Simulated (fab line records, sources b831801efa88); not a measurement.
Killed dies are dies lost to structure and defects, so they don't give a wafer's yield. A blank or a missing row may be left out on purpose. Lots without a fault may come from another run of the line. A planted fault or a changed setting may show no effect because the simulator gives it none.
Which tool did it? | flow gf180mcu | 14 lots, 42 wafers sampled, at 4 steps of a route of 602

WHAT THE GAUGES READ, wafer by wafer
GF_V2_OVL_MEAS_15.
lot  | measured     | on         | V2_OVL (nm)
L749 | day 20 15:23 | overlay-02 | -3 -12 -16
L752 | day 21 07:47 | overlay-01 | 0 1 7
L753 | day 21 23:26 | overlay-02 | 5 4 6
L754 | day 22 07:29 | overlay-02 | -3 -6 -3
L761 | day 24 13:44 | overlay-02 | 8 3 3
L763 | day 25 14:02 | overlay-01 | 4 -3 -7
L764 | day 25 23:05 | overlay-01 | 1 -1 6
L765 | day 26 00:59 | overlay-02 | -6 2 -1
L766 | day 26 06:08 | overlay-01 | -4 3 -6
L767 | day 26 16:05 | overlay-01 | 0 -2 -6
L768 | day 27 00:29 | overlay-01 | -5 -10 3
L769 | day 27 06:50 | overlay-01 | 2 5 1
L770 | day 27 07:02 | overlay-02 | 5 1 -4
L771 | day 27 22:59 | overlay-01 | -2 -4 2

GF_V3_THK_MEAS_01.
lot  | measured     | on            | V3_CVD_00_THK (nm)
L749 | day 21 18:49 | film_metro-03 | 596 600 596
L752 | day 22 09:41 | film_metro-01 | 604 601 604
L761 | day 25 13:44 | film_metro-01 | 589 592 589
L763 | day 26 13:29 | film_metro-01 | 596 599 593
L764 | day 26 21:40 | film_metro-03 | 603 595 605
L765 | day 26 23:54 | film_metro-01 | 606 596 594
L766 | day 27 05:07 | film_metro-03 | 604 601 603
L767 | day 27 14:46 | film_metro-01 | 592 594 590
L768 | day 27 22:46 | film_metro-04 | 597 593 593
L769 | day 28 05:17 | film_metro-04 | 590 594 590
L770 | day 28 05:13 | film_metro-03 | 600 605 608
L771 | day 28 20:48 | film_metro-01 | 603 597 597

WHICH TOOL RAN EACH LOT (tool, then ch and the chambers of the sampled wafers, then the start)
lot  | GF_M3_DEVELOP_13                  | GF_M3_STRIP_17
L749 | litho_track-01 ch 0, day 21 17:41 | plasma_asher-02 ch 1, day 21 18:11
L752 | litho_track-03 ch 0, day 22 08:38 | plasma_asher-01 ch 0,1, day 22 09:02
L753 | litho_track-03, day 23 00:35      | plasma_asher-03 ch 0,1, day 23 00:59
L754 | litho_track-02, day 23 07:58      | plasma_asher-01 ch 0,1, day 23 08:23
L761 | litho_track-02 ch 0, day 25 12:41 | plasma_asher-03 ch 0,1, day 25 13:05
L763 | litho_track-02 ch 0, day 26 12:25 | plasma_asher-02 ch 0,1, day 26 12:50
L764 | litho_track-02 ch 0, day 26 20:37 | plasma_asher-01 ch 0, day 26 21:02
L765 | litho_track-02 ch 0, day 26 22:52 | plasma_asher-02 ch 0,1, day 26 23:17
L766 | litho_track-03 ch 0, day 27 04:04 | plasma_asher-01 ch 0,1, day 27 04:28
L767 | litho_track-02 ch 0, day 27 13:43 | plasma_asher-02 ch 0,1, day 27 14:08
L768 | litho_track-02 ch 0, day 27 21:43 | plasma_asher-01 ch 0,1, day 27 22:08
L769 | litho_track-02 ch 0, day 28 04:01 | plasma_asher-03 ch 0,1, day 28 04:32
L770 | litho_track-01 ch 0, day 28 04:10 | plasma_asher-02 ch 0,1, day 28 04:35
L771 | litho_track-02 ch 0, day 28 19:40 | plasma_asher-03 ch 0,1, day 28 20:11
- GF_M3_DEVELOP_13: develop time 60 s.
- GF_M3_STRIP_17: strips in O2/N2.

WHAT THE TOOLS THEMSELVES READ (means of the sampled wafers that have a number; where no wafer has one, the mark that the record gives instead)
GF_M3_DEVELOP_13.
lot  | tool           | chill_plate_temp_C (C) | exhaust_pa (Pa)
L749 | litho_track-01 | 23.05                  | 45.8
L752 | litho_track-03 | 23.01                  | 44.4
L753 | litho_track-03 | -                      | -
L754 | litho_track-02 | -                      | -
L761 | litho_track-02 | 23.00                  | 46.2
L763 | litho_track-02 | 22.95                  | 44.7
L764 | litho_track-02 | 23.07                  | 43.3
L765 | litho_track-02 | 22.97                  | 43.9
L766 | litho_track-03 | 22.87                  | 45.6
L767 | litho_track-02 | 23.18                  | 45.3
L768 | litho_track-02 | 22.99                  | 46.0
L769 | litho_track-02 | 22.99                  | 44.6
L770 | litho_track-01 | 22.94                  | 44.1
L771 | litho_track-02 | 23.03                  | 45.5

GF_M3_STRIP_17.
lot  | tool            | chamber_pressure_mTorr (mTorr) | drypump_motor_current_A (A) | heater_power_w (W) | n2_flow_sccm (sccm) | o2_flow_sccm (sccm) | oes_product_au (a.u.) | strip_time_to_endpoint_s (s)
L749 | plasma_asher-02 | 1499.6                         | 6.4                         | 309                | 299.4               | 2996                | 0.559                 | 7.86
L752 | plasma_asher-01 | 1499.0                         | 6.1                         | 354                | 301.2               | 3005                | 0.553                 | 7.84
L753 | plasma_asher-03 | 1500.0                         | 5.4                         | 342                | 299.9               | 3008                | 0.563                 | 7.98
L754 | plasma_asher-01 | 1499.1                         | 5.5                         | 326                | 300.1               | 2992                | 0.559                 | 7.97
L761 | plasma_asher-03 | 1500.7                         | 5.4                         | 341                | 299.9               | 3003                | 0.558                 | 7.88
L763 | plasma_asher-02 | 1500.6                         | 6.1                         | 311                | 299.4               | 2998                | 0.557                 | 7.91
L764 | plasma_asher-01 | 1499.3                         | 6.7                         | 371                | 300.0               | 2991                | 0.558                 | 7.87
L765 | plasma_asher-02 | 1499.4                         | 6.2                         | 311                | 299.4               | 3006                | 0.562                 | 7.91
L766 | plasma_asher-01 | 1500.0                         | 6.1                         | 352                | 299.6               | 3001                | 0.557                 | 7.86
L767 | plasma_asher-02 | 1500.8                         | 6.2                         | 311                | 300.3               | 3006                | 0.560                 | 7.95
L768 | plasma_asher-01 | 1500.8                         | 5.6                         | 330                | 299.8               | 3004                | 0.557                 | 7.92
L769 | plasma_asher-03 | 1500.3                         | 5.5                         | 330                | 299.9               | 2993                | 0.555                 | 7.80
L770 | plasma_asher-02 | 1500.8                         | 6.1                         | 309                | 300.1               | 2988                | 0.558                 | 7.91
L771 | plasma_asher-03 | 1501.4                         | 5.4                         | 340                | 300.0               | 3002                | 0.553                 | 7.85

THE ANSWER, worked out from the rows above alone
Rule: what is usual is taken from the lots themselves. Put in order of their means at a reading, lots are off if they are a third of the lots or fewer, leave a main group of 4 or more, and stand apart from it by a gap of 3 or more times the standard deviation of the main group's means; of several such gaps the widest counts. A main group whose means are all the same, to the digits that the tables above print for the reading, isn't used. A lot without any number at a reading at which 4 lots or more have one is off too. The other lots that the step has rows for count as sound. The gauges are gone through in route order, then the tools' own readings, and for those a lot's mean is taken as printed above. The first step at which some lot is off is used, and at that step the reading that is off furthest; a lot without a number counts as furthest.
Off: L753, L754, at GF_M3_DEVELOP_13 (chill_plate_temp_C). Without a number there: L753, L754. The main group: mean 23.00 C, standard deviation 0.073.
A tool fits if, at that step or a process step before it, it ran every lot that is off, and no sound lot after the first of them. None of those tried fits.

WHAT THE SIMULATOR HAD PUT IN
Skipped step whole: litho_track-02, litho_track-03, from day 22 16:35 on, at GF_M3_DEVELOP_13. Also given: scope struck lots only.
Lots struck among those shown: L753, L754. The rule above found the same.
